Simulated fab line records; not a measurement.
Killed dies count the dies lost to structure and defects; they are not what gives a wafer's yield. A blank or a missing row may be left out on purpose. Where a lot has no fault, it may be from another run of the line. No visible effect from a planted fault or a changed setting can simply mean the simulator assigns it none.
What tool caused it?    flow sky130    21 wafers from 7 lots sampled at 2 of the route's 708 steps

WHAT THE GAUGES READ, wafer by wafer
SKY_VT_ADJUST_NCORE_TW_MEAS_11.
lot   measured      on            VT_ADJUST_NCORE_TW
L296  day 9 19:36   filmMetro-01  214.0 213.2 215.1
L298  day 10 02:28  filmMetro-03  216.0 217.0 216.6
L301  day 10 15:07  filmMetro-02  216.9 217.6 216.4
L304  day 11 09:30  filmMetro-01  154.9 155.1 154.3
L306  day 12 04:27  filmMetro-01  156.1 153.8 155.4
L314  day 14 14:18  filmMetro-01  214.9 214.9 215.9
L316  day 15 04:19  filmMetro-01  219.7 218.9 218.8

EACH LOT AND THE TOOL THAT RAN IT (in order: tool; ch and the chambers of the sampled wafers; start)
lot   SKY_VT_ADJUST_NCORE_IMPLANT_09
L296  implanter-02 ch 0, day 9 19:21
L298  implanter-01 ch 0, day 10 02:14
L301  implanter-02 ch 0, day 10 14:54
L304  implanter-02 ch 0, day 11 09:15
L306  implanter-02 ch 0, day 12 04:12
L314  implanter-02 ch 0, day 14 14:03
L316  implanter-01 ch 0, day 15 04:05
- SKY_VT_ADJUST_NCORE_IMPLANT_09

THE ANSWER, worked out from the rows above alone
Rule: the lots themselves supply what counts as usual. Put in order of their means at a reading, lots are off if they are a third of the lots or fewer, leave a main group of 4 or more, and stand apart from it by a gap of 3 or more times the standard deviation of the main group's means; of several such gaps the widest counts. A main group is skipped when, at the precision printed for the reading in the tables above, its means are all equal. Also off: a lot with no number at a reading for which 4 or more lots have one. Where the step has rows for the other lots, those lots are counted as sound.
Off: L304, L306, seen at SKY_VT_ADJUST_NCORE_TW_MEAS_11 (VT_ADJUST_NCORE_TW). The main group: mean 216.4, standard deviation 1.7.
A tool fits if, at a process step before that reading, it ran every lot that is off, and no sound lot after the first of them. Those tools and the gauges at SKY_VT_ADJUST_NCORE_TW_MEAS_11 are tried in the same way. Not one of the candidates tried fits.

WHAT HAD BEEN PUT IN BY THE SIMULATOR
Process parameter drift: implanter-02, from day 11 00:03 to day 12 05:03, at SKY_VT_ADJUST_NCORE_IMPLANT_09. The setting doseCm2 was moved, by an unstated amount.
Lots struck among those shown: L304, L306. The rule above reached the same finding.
